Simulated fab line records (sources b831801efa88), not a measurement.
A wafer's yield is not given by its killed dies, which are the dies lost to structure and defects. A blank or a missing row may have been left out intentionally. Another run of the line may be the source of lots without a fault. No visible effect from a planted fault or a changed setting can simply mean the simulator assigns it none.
A lot that was struck, set against a sound lot + flow sky130 + 16 steps out of a route of 708
Sound: the wafers L136.2, L136.4, L136.6. The struck wafers were L143.1, L143.2. At the end, the cause is stated.
Order at every step that has rows: each side's tool, ch and its chambers, its first start. Under that, the readings that differ: sound wafers + struck wafers + difference of the means + sigmas: that difference in standard deviations of wafers without a fault.
alike: same words and numbers on both sides, and readings whose means sit less than 2 such deviations apart. not compared: any withheld reading, any reading some wafer has no value for, any bound like >300 that may hide the same value, and any number with overlapping values for which the record gives no deviation.
The two part at a step that has a row with sigmas, a row that says differs or no value, or rows on one side only. When numbers do not overlap yet have no deviation, they are printed without sigmas and do not part them. Lack of a reading on every wafer of one side parts them only where that side has two or more wafers.

first, 8 steps without rows for these wafers: SKY_CONTACT_DEHYDRATE_06 (time 60 s); SKY_CONTACT_HMDS_07 (prime time 60 s); SKY_CONTACT_COAT_08 (resist thk 60 nm); SKY_CONTACT_COAT_09 (resist thk 450 nm); SKY_CONTACT_SOFTBAKE_10 (time 90 s); SKY_CONTACT_EXPOSE_11 (exposes mask CTM1, target cd 170 nm); SKY_CONTACT_PEB_12; SKY_CONTACT_DEVELOP_13 (develop time 60 s).
SKY_CONTACT_CD_MEAS_14 targets a cd of 170 nm.
  sound on cd sem-01, day 36 11:11; struck on cd sem-01, day 38 09:07
  alike: cd nm
SKY_CONTACT_OVL_MEAS_15:
  sound on overlay-01, day 36 11:18; struck on overlay-02, day 38 09:14
  alike: CONTACT_OVL
SKY_CONTACT_ETCH_16: etches BARC in N2/H2, stops on SiO2, time 45.9 s, target depth 60 nm.
  sound on rie diel-01 ch 0,3, day 36 11:20; struck on rie diel-03 ch 0,3, day 38 09:16
  alike: drypump motor current A, oes product au, throttle valve pct
  not compared: rf hours counter h
SKY_CONTACT_ETCH_17: etches SiO2 in C4F8/O2/Ar, stops on Si3N4, target depth 340 nm.
  sound on rie diel-01 ch 0,3, day 36 11:22; struck on rie diel-03 ch 0,3, day 38 09:18
  alike: oes product au
SKY_CONTACT_ETCH_18: etches Si3N4 in CHF3/O2, stops on TiN, time 39 s, target depth 75 nm.
  sound on rie diel-01 ch 0,3, day 36 11:00; struck on rie diel-03 ch 0,3, day 38 09:00
| reading                                        | sound             | struck      | difference | sigmas |
|------------------------------------------------|-------------------|-------------|------------|--------|
| oes product au (a.u.)                          | 0.849 0.849 0.863 | 0.833 0.835 | -0.020     | -2     |
| model.KrF-thick_of_CONTACT_COAT_09.thk nm (nm) | 243.1 240.6 244.5 | 266.1 265.5 | +23.1      |        |
| model.etch.depth nm (nm)                       | 74.33 74.92 76.22 | 72.48 72.23 | -2.80      |        |
  alike: drypump motor current A, throttle valve pct
  not compared: rf hours counter h
SKY_CONTACT_STRIP_19: strips in O2/N2.
  sound on plasma asher-04 ch 0,1, day 36 11:28; struck on plasma asher-04 ch 0,1, day 38 09:23
| reading                      | sound             | struck      | difference | sigmas |
|------------------------------|-------------------|-------------|------------|--------|
| strip time to endpoint s (s) | 3.613 3.594 3.628 | 3.850 3.880 | +0.253     | +10    |
  alike: drypump motor current A, oes product au
  not compared: rf hours counter h
then, 1 step without rows for these wafers: SKY_CONTACT_STRIP_20 (strips in post etch residue remover, time 1200 s).
-- the record jumps here: 12 days lie between the struck wafers' starts before and after (it left off in module CONTACT and takes up again in module PAD_OPEN, whose first step shown is number 708 of the route) --
SKY_PAD_OPEN_PROBE_99:
  sound on prober-02, day 49 09:58; struck on prober-01, day 50 16:40
| reading            | sound    | struck  | difference | sigmas |
|--------------------|----------|---------|------------|--------|
| killed at contacts | 23 25 22 | 331 362 | +323       | +62    |
| killed at other    | 0 0 0    | 1 3     | +2         | +3     |
| killed dies        | 95 87 88 | 392 402 | +307       | +34    |
| killed on rim      | 27 17 17 | 68 40   | +34        | +10    |
  alike: killed_at_M0_to_M3, killed_at_M4_up, killed at front end, killed open, killed short

== WHERE THEY PART ==
First at SKY_CONTACT_ETCH_18; last, within this record, at SKY_PAD_OPEN_PROBE_99.

WHY: the cause the simulator had injected
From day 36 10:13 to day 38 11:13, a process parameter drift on rie diel-03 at SKY_CONTACT_ETCH_18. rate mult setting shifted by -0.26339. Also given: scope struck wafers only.
